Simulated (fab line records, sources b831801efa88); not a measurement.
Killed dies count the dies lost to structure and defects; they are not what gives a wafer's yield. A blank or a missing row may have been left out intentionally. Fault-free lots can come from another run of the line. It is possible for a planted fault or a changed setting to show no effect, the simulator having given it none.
The same fault as seen by 2 desks    flow gf180mcu    each desk has only its own numbers; what lay behind them comes last

== AT THE METROLOGY DESK ==
Lot by lot, what the gauges showed, no matter which tool ran the lot: averages of those sampled wafers that carry a number. If a lot's mean is further than 4 standard deviations from the usual mean, the lot is out of limits and carries the mark OUT (the distance appears in the brackets).
Columns: A = V4_BOW at GF_V4_BOW_MEAS_05, usual 135 um; B = V4_W_RS at GF_V4_RS_MEAS_24, usual 0.332 ohm/sq; C = V4_W_THK at GF_V4_THK_MEAS_25, usual 337 nm; D = M5_OVL at GF_M5_OVL_MEAS_08, usual 4 nm; E = V5_CVD_00_THK at GF_V5_THK_MEAS_01, usual 300 nm
lot   first seen here  A    B      C    D   E
L766  day 23 06:16     140  0.331  341  4   304
L768  day 24 06:34     124  0.338  326  6   296
L767  day 24 08:31     138  0.327  341  3   299
L769  day 24 16:17     134  0.333  336  2   303
L770  day 25 01:02     135  0.335  333  5   298
L779  day 27 19:41     135  0.340  323  0   296
L783  day 29 01:37     138  0.331  340  7   303
L784  day 29 09:50     146  0.335  340  10  301
L785  day 29 18:27     137  0.327  335  10  298
L789  day 30 13:49     143  0.328  344  -4  303
This desk found nothing out of limits on any of the 10 lots.

== THE TOOL OWNER'S DESK: cvd_w-02 ==
The tool's own readings at GF_V4_CVD_23 (deposits W, target thk 350 nm, time 104.9 s): means of the sampled wafers that have a number, for each lot that ran on this tool. If a lot's mean is further than 4 standard deviations from the usual mean, the lot is out of limits and carries the mark OUT (the distance appears in the brackets).
Columns: A = chamber_pressure_Torr at GF_V4_CVD_23, usual 39.99 Torr; B = heater_power_w at GF_V4_CVD_23, usual 856 W
lot   first seen here  A      B
L766  day 24 05:49     40.03  841
L768  day 25 05:18     40.05  837
L767  day 25 07:01     40.02  828
L769  day 25 15:02     39.99  824
L779  day 28 16:37     39.94  837
L789  day 31 08:04     39.92  840
This desk found nothing out of limits on any of the 6 lots.

== TAKEN TOGETHER ==
Nothing out of limits was seen by the metrology desk.
The desk of the tool owner found nothing out of limits.

== WHAT THE SIMULATOR PUT IN ==
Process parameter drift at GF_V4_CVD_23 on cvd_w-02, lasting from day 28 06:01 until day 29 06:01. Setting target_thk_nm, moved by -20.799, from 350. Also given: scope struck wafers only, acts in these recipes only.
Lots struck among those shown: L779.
